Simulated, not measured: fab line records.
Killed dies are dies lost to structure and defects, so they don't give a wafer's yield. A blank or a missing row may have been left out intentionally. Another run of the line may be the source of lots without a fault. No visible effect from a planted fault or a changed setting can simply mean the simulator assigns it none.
Which tool did it? :: flow sky130 :: 11 lots with 33 wafers sampled at 5 steps, on a route of 708 steps

## WHAT THE GAUGES SHOWED, per wafer
SKY_SONOS_ONO_CD_MEAS_13: target cd 410 nm. Usual: 409.9 nm for cdNm, sd 2.3.
lot: L483
measured: day 14 02:13
on: cdSem-01
cdNm (nm): 403.6 408.0 405.6
flag: 

lot: L484
measured: day 14 08:23
on: cdSem-02
cdNm (nm): 409.3 412.4 410.5
flag: 

lot: L487
measured: day 15 09:03
on: cdSem-01
cdNm (nm): 414.2 412.3 412.4
flag: 

lot: L488
measured: day 15 18:41
on: cdSem-02
cdNm (nm): 409.8 409.2 408.9
flag: 

lot: L491
measured: day 16 13:37
on: cdSem-02
cdNm (nm): 410.5 407.9 410.6
flag: 

lot: L494
measured: day 17 18:02
on: cdSem-02
cdNm (nm): 409.6 410.5 410.6
flag: 

lot: L495
measured: day 18 04:48
on: cdSem-01
cdNm (nm): 408.8 407.0 410.0
flag: 

lot: L497
measured: day 18 23:56
on: cdSem-02
cdNm (nm): 409.5 407.6 406.0
flag: 

lot: L500
measured: day 19 21:42
on: cdSem-01
cdNm (nm): 411.8 411.4 408.1
flag: 

lot: L501
measured: day 20 07:08
on: cdSem-01
cdNm (nm): 405.7 406.0 406.4
flag: 

lot: L502
measured: day 21 18:16
on: cdSem-01
cdNm (nm): 411.7 412.2 410.1
flag: 

SKY_POLY_GATE_CD_MEAS_22. Usual: 150.1 nm for cdNm, sd 2.2.
lot: L483
measured: day 18 01:59
on: cdSem-02
cdNm (nm): 150.3 151.7 154.4
flag: 

lot: L484
measured: day 18 11:23
on: cdSem-02
cdNm (nm): 147.6 150.9 148.0
flag: 

lot: L487
measured: day 19 13:58
on: cdSem-01
cdNm (nm): 151.3 151.2 149.2
flag: 

lot: L488
measured: day 19 23:51
on: cdSem-01
cdNm (nm): 150.8 149.6 151.6
flag: 

lot: L491
measured: day 20 22:04
on: cdSem-01
cdNm (nm): 146.2 148.2 146.6
flag: 

lot: L494
measured: day 22 02:08
on: cdSem-01
cdNm (nm): 149.5 150.7 152.4
flag: 

lot: L495
measured: day 22 10:31
on: cdSem-01
cdNm (nm): 152.6 148.0 148.4
flag: 

lot: L497
measured: day 23 09:35
on: cdSem-02
cdNm (nm): 152.9 149.6 150.4
flag: 

lot: L500
measured: day 24 21:56
on: cdSem-01
cdNm (nm): 151.5 151.1 153.7
flag: 

lot: L501
measured: day 24 23:12
on: cdSem-02
cdNm (nm): 149.4 154.8 149.5
flag: 

lot: L502
measured: day 25 18:24
on: cdSem-02
cdNm (nm): 152.0 153.0 151.2
flag: 

SKY_LDD_N_TW_MEAS_17. Usual: LDD_N_TW gives 2583 (standard deviation 31).
lot: L483
measured: day 19 09:44
on: filmMetro-02
LDD_N_TW: 2617 2630 2616
flag: 

lot: L484
measured: day 19 18:35
on: filmMetro-03
LDD_N_TW: 2546 2536 2535
flag: 

lot: L487
measured: day 20 22:17
on: filmMetro-04
LDD_N_TW: 2617 2627 2637
flag: 

lot: L488
measured: day 21 07:58
on: filmMetro-02
LDD_N_TW: 2591 2588 2587
flag: 

lot: L491
measured: day 22 06:11
on: filmMetro-04
LDD_N_TW: 2592 2588 2589
flag: 

lot: L494
measured: day 23 09:19
on: filmMetro-04
LDD_N_TW: 2582 2601 2583
flag: 

lot: L495
measured: day 23 17:14
on: filmMetro-04
LDD_N_TW: 2891 2900 2891
flag: OFF

lot: L497
measured: day 24 15:59
on: filmMetro-04
LDD_N_TW: 2902 2881 2881
flag: OFF

lot: L500
measured: day 26 04:17
on: filmMetro-04
LDD_N_TW: 2592 2596 2603
flag: 

lot: L501
measured: day 26 06:04
on: filmMetro-02
LDD_N_TW: 2611 2592 2606
flag: 

lot: L502
measured: day 27 00:32
on: filmMetro-02
LDD_N_TW: 2601 2600 2597
flag: 

## WHAT TOOL EACH LOT RAN ON (gives the tool, then ch and the chambers of the sampled wafers, and finally the start)
lot: L483
SKY_LDD_N_IMPLANT_10: implanter-01 ch 0, day 19 08:46
SKY_LDD_N_STRIP_16: plasmaAsher-01 ch 0,1, day 19 09:39

lot: L484
SKY_LDD_N_IMPLANT_10: implanter-01 ch 0, day 19 17:38
SKY_LDD_N_STRIP_16: plasmaAsher-02 ch 0,1, day 19 18:30

lot: L487
SKY_LDD_N_IMPLANT_10: implanter-02 ch 0, day 20 21:17
SKY_LDD_N_STRIP_16: plasmaAsher-03 ch 0,1, day 20 22:10

lot: L488
SKY_LDD_N_IMPLANT_10: implanter-04 ch 0, day 21 06:58
SKY_LDD_N_STRIP_16: plasmaAsher-01 ch 0,1, day 21 07:52

lot: L491
SKY_LDD_N_IMPLANT_10: implanter-04 ch 0, day 22 05:13
SKY_LDD_N_STRIP_16: plasmaAsher-03 ch 0,1, day 22 06:06

lot: L494
SKY_LDD_N_IMPLANT_10: implanter-04 ch 0, day 23 08:19
SKY_LDD_N_STRIP_16: plasmaAsher-02 ch 0,1, day 23 09:13

lot: L495
SKY_LDD_N_IMPLANT_10: implanter-04 ch 0, day 23 16:14
SKY_LDD_N_STRIP_16: plasmaAsher-03 ch 0,1, day 23 17:07

lot: L497
SKY_LDD_N_IMPLANT_10: implanter-04 ch 0, day 24 14:59
SKY_LDD_N_STRIP_16: plasmaAsher-02 ch 0,1, day 24 15:53

lot: L500
SKY_LDD_N_IMPLANT_10: implanter-01 ch 0, day 26 03:17
SKY_LDD_N_STRIP_16: plasmaAsher-03 ch 0,1, day 26 04:11

lot: L501
SKY_LDD_N_IMPLANT_10: implanter-02 ch 0, day 26 05:04
SKY_LDD_N_STRIP_16: plasmaAsher-01 ch 0,1, day 26 05:58

lot: L502
SKY_LDD_N_IMPLANT_10: implanter-02 ch 0, day 26 23:34
SKY_LDD_N_STRIP_16: plasmaAsher-03 ch 0,1, day 27 00:27
- SKY_LDD_N_IMPLANT_10
- SKY_LDD_N_STRIP_16: strips in O2/N2.

## AS READ BY THE TOOLS THEMSELVES (means over the sampled wafers that have a number; for cases with no such wafer, the mark the record gives instead)
SKY_LDD_N_IMPLANT_10. Usual: beamOnS 10.00 s, standard deviation 0.21; doseIonsCm2 7.5e+13, standard deviation 7.4e+10; faradayCurrentUA 423, standard deviation 8.6.
lot: L483
tool: implanter-01
beamOnS (s): 9.87
doseIonsCm2: 7.5e+13
faradayCurrentUA: 429
flag: 

lot: L484
tool: implanter-01
beamOnS (s): 10.15
doseIonsCm2: 7.5e+13
faradayCurrentUA: 417
flag: 

lot: L487
tool: implanter-02
beamOnS (s): 10.21
doseIonsCm2: 7.5e+13
faradayCurrentUA: 415
flag: 

lot: L488
tool: implanter-04
beamOnS (s): 9.86
doseIonsCm2: 7.5e+13
faradayCurrentUA: 429
flag: 

lot: L491
tool: implanter-04
beamOnS (s): 10.08
doseIonsCm2: 7.5e+13
faradayCurrentUA: 420
flag: 

lot: L494
tool: implanter-04
beamOnS (s): 10.02
doseIonsCm2: 7.5e+13
faradayCurrentUA: 422
flag: 

lot: L495
tool: implanter-04
beamOnS (s): 41.39
doseIonsCm2: 4.0e+14
faradayCurrentUA: 545
flag: OFF

lot: L497
tool: implanter-04
beamOnS (s): 41.37
doseIonsCm2: 4.0e+14
faradayCurrentUA: 543
flag: OFF

lot: L500
tool: implanter-01
beamOnS (s): 9.97
doseIonsCm2: 7.5e+13
faradayCurrentUA: 423
flag: 

lot: L501
tool: implanter-02
beamOnS (s): 9.77
doseIonsCm2: 7.5e+13
faradayCurrentUA: 433
flag: 

lot: L502
tool: implanter-02
beamOnS (s): 10.05
doseIonsCm2: 7.5e+13
faradayCurrentUA: 421
flag: 

SKY_LDD_N_STRIP_16. Usual: drypumpMotorCurrentA 5.7 A, standard deviation 0.49; oesProductAu 0.406 a.u., standard deviation 0.0046; stripTimeToEndpointS 4.311 s, standard deviation 0.016.
lot: L483
tool: plasmaAsher-01
drypumpMotorCurrentA (A): 6.1
oesProductAu (a.u.): 0.410
stripTimeToEndpointS (s): 4.328
flag: 

lot: L484
tool: plasmaAsher-02
drypumpMotorCurrentA (A): 5.7
oesProductAu (a.u.): 0.403
stripTimeToEndpointS (s): 4.302
flag: 

lot: L487
tool: plasmaAsher-03
drypumpMotorCurrentA (A): 5.5
oesProductAu (a.u.): 0.404
stripTimeToEndpointS (s): 4.298
flag: 

lot: L488
tool: plasmaAsher-01
drypumpMotorCurrentA (A): 6.1
oesProductAu (a.u.): 0.410
stripTimeToEndpointS (s): 4.316
flag: 

lot: L491
tool: plasmaAsher-03
drypumpMotorCurrentA (A): 5.5
oesProductAu (a.u.): 0.406
stripTimeToEndpointS (s): 4.298
flag: 

lot: L494
tool: plasmaAsher-02
drypumpMotorCurrentA (A): 5.7
oesProductAu (a.u.): 0.411
stripTimeToEndpointS (s): 4.318
flag: 

lot: L495
tool: plasmaAsher-03
drypumpMotorCurrentA (A): 5.8
oesProductAu (a.u.): 0.404
stripTimeToEndpointS (s): 5.094
flag: OFF

lot: L497
tool: plasmaAsher-02
drypumpMotorCurrentA (A): 5.7
oesProductAu (a.u.): 0.406
stripTimeToEndpointS (s): 5.123
flag: OFF

lot: L500
tool: plasmaAsher-03
drypumpMotorCurrentA (A): 5.5
oesProductAu (a.u.): 0.408
stripTimeToEndpointS (s): 4.322
flag: 

lot: L501
tool: plasmaAsher-01
drypumpMotorCurrentA (A): 5.9
oesProductAu (a.u.): 0.411
stripTimeToEndpointS (s): 4.321
flag: 

lot: L502
tool: plasmaAsher-03
drypumpMotorCurrentA (A): 5.8
oesProductAu (a.u.): 0.404
stripTimeToEndpointS (s): 4.313
flag: 

## THE ANSWER, worked out from the rows above alone
Rule: a lot is off if the mean of its wafers that have a number lies more than 3 standard deviations from the usual mean. A lot without any number at a reading at which 4 lots or more have one is off too. Where the step has rows for the other lots, those lots are counted as sound. After the gauges, taken in route order, come the tools' own readings; for these a lot's mean is taken, as printed above. The first step at which some lot is off is used, and at that step the reading that is off furthest; a lot without a number counts as furthest.
Off: L495, L497, seen at SKY_LDD_N_TW_MEAS_17 (LDD_N_TW).
If a tool, at a process step before that reading, ran all the lots that are off and no sound lot after the first of them, it fits. The gauges at SKY_LDD_N_TW_MEAS_17 aren't tried: what is off there is off at SKY_LDD_N_IMPLANT_10 too, on other tools, and a gauge's error can't cause that. One fits: implanter-04 at SKY_LDD_N_IMPLANT_10. A fault onset in the window from L494 (day 23 08:19, its last sound lot) to L495 (day 23 16:14, its first lot off) fits.
The tool's own readings at SKY_LDD_N_IMPLANT_10 bear it out: on the lots that are off they differ by more than 5 times the standard deviation of the sound lots' means. beamOnS reads 41.38 s there against 10.00 s on the sound lots; doseIonsCm2 reads 4.0e+14 there against 7.5e+13 on the sound lots; faradayCurrentUA reads 544 there against 423 on the sound lots.

## WHAT THE SIMULATOR PUT IN
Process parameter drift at SKY_LDD_N_IMPLANT_10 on implanter-04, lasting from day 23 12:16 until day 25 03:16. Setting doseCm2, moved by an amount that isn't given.
Struck lots among those shown: L495, L497. The rule given above showed the same thing.
